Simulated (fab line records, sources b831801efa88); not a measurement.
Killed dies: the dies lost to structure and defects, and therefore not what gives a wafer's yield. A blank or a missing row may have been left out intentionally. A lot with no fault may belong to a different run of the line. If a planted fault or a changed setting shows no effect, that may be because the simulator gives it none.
A lot that was struck, set against a sound lot    flow sky130    17 steps out of a route of 708
Sound: the wafers L508.4, L508.5, L508.6. Wafers L523.3, L523.4, L523.5 were the ones struck. The cause is named last.
Per side, at each step with rows, come the tool, then ch with its chambers, and then its first start. Under that, the readings that differ: sound wafers    struck wafers    difference of the means    sigmas: that difference in standard deviations of wafers without a fault.
alike: words and numbers the same on both sides, and readings whose means are apart by under 2 such deviations; not compared: readings that were withheld, readings missing a value for some wafer, numbers with overlapping values and no deviation given by the record, and bounds like >300 which may hide the same value.
Wherever a step has rows on one side only, a row that says differs or no value, or a row with sigmas, the two part there. Numbers that don't overlap but have no deviation are shown without sigmas and don't part them. Lack of a reading on every wafer of one side parts them only where that side has two or more wafers.

SKY_LDD_HVP_TW_MEAS_10:
  sound: film metro-02 at day 22 04:50; struck: film metro-02 at day 27 01:38
  alike: LDD_HVP_TW
then, 7 steps without rows for these wafers: SKY_LDD_LDN_DEHYDRATE_00 (time 60 s); SKY_LDD_LDN_HMDS_01 (prime time 60 s); SKY_LDD_LDN_COAT_02 (resist thk 1140 nm); SKY_LDD_LDN_SOFTBAKE_03 (time 60 s); SKY_LDD_LDN_EXPOSE_04 (exposes mask LDNTM, target cd 700 nm); SKY_LDD_LDN_PEB_05; SKY_LDD_LDN_DEVELOP_06 (develop time 60 s).
SKY_LDD_LDN_OVL_MEAS_07:
  sound: overlay-01 at day 23 09:49; struck: overlay-02 at day 28 05:52
  alike: LDD_LDN_OVL
then, 3 steps without rows for these wafers: SKY_LDD_LDN_IMPLANT_08; SKY_LDD_LDN_IMPLANT_09; SKY_LDD_LDN_IMPLANT_10.
SKY_LDD_LDN_IMPLANT_11:
  sound on implanter-04 ch 0, day 23 10:31; struck on implanter-01 ch 0, day 28 06:23
reading             sound                             struck                         difference  sigmas
dose ions cm2       1.2496e+13 1.2496e+13 1.2498e+13  4.294e+12 4.294e+12 4.294e+12  -8.203e+12  -99 or more
faraday current uA  70.5 71.0 69.1                    24.9 23.8 25.0                 -45.6       -35
SKY_LDD_LDN_STRIP_12: strips in O2/N2.
  sound on plasma asher-04 ch 0,1, day 23 10:37; struck on plasma asher-01 ch 0,1, day 28 06:31
  alike: drypump motor current A, o2 flow sccm, oes product au, strip time to endpoint s
  not compared: rf hours counter h
SKY_LDD_LDN_TW_MEAS_13:
  sound: film metro-03 at day 23 10:43; struck: film metro-01 at day 28 06:37
reading     sound           struck          difference  sigmas
LDD_LDN_TW  1498 1491 1496  1396 1396 1390  -101        -11
then, 1 step without rows for these wafers: SKY_LDD_LDN_CLEAN_14 (cleans in SC1/SC2, time 150 s).
-- the record jumps here: 21 days lie between the struck wafers' starts before and after (it left off in module LDD_LDN and takes up again in module PAD_OPEN, whose first step shown is number 708 of the route) --
SKY_PAD_OPEN_PROBE_99:
  sound: prober-02 at day 46 04:12; struck: prober-02 at day 49 11:11
reading                          sound           struck          difference  sigmas
killed at contacts               25 17 23        32 34 30        +10         +2
model.etest.tip sonos.rs ohm sq  2661 2659 2594  3048 3084 3062  +427        
  alike: killed_at_M0_to_M3, killed_at_M4_up, killed at front end, killed at other, killed dies, killed open, killed short

== WHERE THEY PART ==
First at SKY_LDD_LDN_IMPLANT_11; last, within this record, at SKY_PAD_OPEN_PROBE_99.

WHY: what the simulator had put in
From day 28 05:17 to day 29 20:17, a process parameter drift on implanter-01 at SKY_LDD_LDN_IMPLANT_11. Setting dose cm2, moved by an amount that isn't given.
